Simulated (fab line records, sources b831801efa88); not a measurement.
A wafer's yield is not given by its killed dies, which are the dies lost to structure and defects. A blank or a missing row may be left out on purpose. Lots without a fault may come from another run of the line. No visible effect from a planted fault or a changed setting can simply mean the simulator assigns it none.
Which tool is to blame? + flow sky130 + Sampling: 10 lots, 30 wafers, 3 of 708 route steps

== WHAT THE GAUGES SHOWED, per wafer ==
SKY_METAL4_OVL_MEAS_14.
| lot  | measured     | on         | METAL4_OVL (nm) |
|------|--------------|------------|-----------------|
| L321 | day 42 08:00 | overlay-02 | -1 -3 -3        |
| L320 | day 42 15:32 | overlay-01 | -5 2 -2         |
| L325 | day 43 17:05 | overlay-02 | -6 0 7          |
| L327 | day 44 03:24 | overlay-02 | -3 0 -9         |
| L332 | day 45 13:41 | overlay-01 | 8 3 11          |
| L335 | day 46 08:32 | overlay-02 | -2 -7 10        |
| L338 | day 47 03:56 | overlay-01 | 6 -1 0          |
| L340 | day 47 06:30 | overlay-02 | -6 -8 -12       |
| L339 | day 47 13:36 | overlay-02 | -4 -5 -6        |
| L342 | day 47 20:52 | overlay-02 | 1 -4 1          |

== TOOL THAT RAN EACH LOT (tool first, then ch and the chambers of the sampled wafers, then the start) ==
| lot  | SKY_VIA3_STRIP_16                    | SKY_CAP2M_METAL_ETCH_13           |
|------|--------------------------------------|-----------------------------------|
| L321 | plasma asher-02 ch 0,1, day 40 05:53 | rie metal-01 ch 0,1, day 41 07:16 |
| L320 | plasma asher-02 ch 0,1, day 40 13:17 | rie metal-01 ch 0,1, day 41 14:58 |
| L325 | plasma asher-04 ch 0, day 41 15:50   | rie metal-01 ch 0,1, day 42 16:56 |
| L327 | plasma asher-03 ch 0,1, day 42 03:05 | rie metal-04 ch 0,1, day 43 04:08 |
| L332 | plasma asher-03 ch 0,1, day 43 15:11 | rie metal-01 ch 0,1, day 44 15:01 |
| L335 | plasma asher-03 ch 0, day 44 11:38   | rie metal-01 ch 0,1, day 45 10:46 |
| L338 | plasma asher-03 ch 0,1, day 45 09:06 | rie metal-04 ch 0,1, day 46 07:19 |
| L340 | plasma asher-02 ch 0,1, day 45 11:14 | rie metal-03 ch 1, day 46 09:55   |
| L339 | plasma asher-02 ch 0,1, day 45 18:38 | rie metal-03 ch 0,1, day 46 17:22 |
| L342 | plasma asher-04 ch 0,1, day 46 02:33 | rie metal-04 ch 0,1, day 47 00:16 |
- SKY_VIA3_STRIP_16: strips in O2/N2.
- SKY_CAP2M_METAL_ETCH_13: etches TiN in Cl2/BCl3, stops on SiO2, target depth 220 nm, time 62.9 s.

== THE ANSWER, worked out from the rows above alone ==
Rule: usual is defined by the lots themselves. Put in order of their means at a reading, lots are off if they are a third of the lots or fewer, leave a main group of 4 or more, and stand apart from it by a gap of 3 or more times the standard deviation of the main group's means; of several such gaps the widest counts. Not used: any main group whose means are identical at the precision the tables above print for the reading. Also off: a lot with no number at a reading for which 4 or more lots have one. All remaining lots with rows at the step are treated as sound.
Across all readings shown, no lot is off: no conclusion can be drawn from this.

== WHAT THE SIMULATOR HAD PUT IN ==
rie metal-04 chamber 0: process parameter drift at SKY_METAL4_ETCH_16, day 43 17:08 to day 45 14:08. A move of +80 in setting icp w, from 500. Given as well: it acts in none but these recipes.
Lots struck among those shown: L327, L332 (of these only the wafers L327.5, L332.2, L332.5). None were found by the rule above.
